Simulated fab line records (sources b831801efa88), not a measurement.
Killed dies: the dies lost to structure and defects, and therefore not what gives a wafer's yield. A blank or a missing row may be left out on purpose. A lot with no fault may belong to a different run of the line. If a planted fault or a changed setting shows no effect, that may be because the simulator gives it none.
Chamber matching	flow sfq_line	SFQ_TRILAYER_I4_VIA_BARC_OPEN_VIA_ETCH_146 on rie_diel-02 has 4 sister chambers
The step etches BARC in O2, target depth 125 nm, time 41.7 s. 4 wafers are shown with their chamber, then 7 later ones without.

== EACH WAFER AND ITS CHAMBER ==
wafer	chamber	drypump_motor_current_A (A)
L720.4	0	5.6
L726.5	3	5.5
L728.1	1	5.0
L728.3	2	6.0

== WAFERS WHOSE CHAMBER IS MISSING ==
wafer	drypump_motor_current_A (A)
L728.4	5.6
L731.1	5.0
L731.4	6.0
L731.5	4.9
L733.1	6.0
L733.3	5.7
L733.5	6.0

== CHAMBER TAKEN BY EACH ==
wafer	from the rows above	in truth
L728.4	can't be placed: 0 or 3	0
L731.1	1	1
L731.4	2	2
L731.5	1	1
L733.1	2	2
L733.3	can't be placed: 0 or 3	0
L733.5	2	2
Placed correctly: 5 of 7. Cannot be placed on the basis of these rows: 2; the candidates contain the true chamber in 2. Placed wrongly: 0.
How it was worked out, from the rows above alone: a wafer's distance from a chamber is the root of the sum, over the readings, of the square of ((its reading less the chamber's mean) divided by the reading's scatter). If the next closest chamber is less than 2 further off than the closest, the wafer can't be placed; otherwise it belongs to the closest. Each chamber's mean is taken over the wafers shown for it. The scatter: root of mean squared gap, hidden wafer to nearest shown wafer, with one shown wafer a chamber.
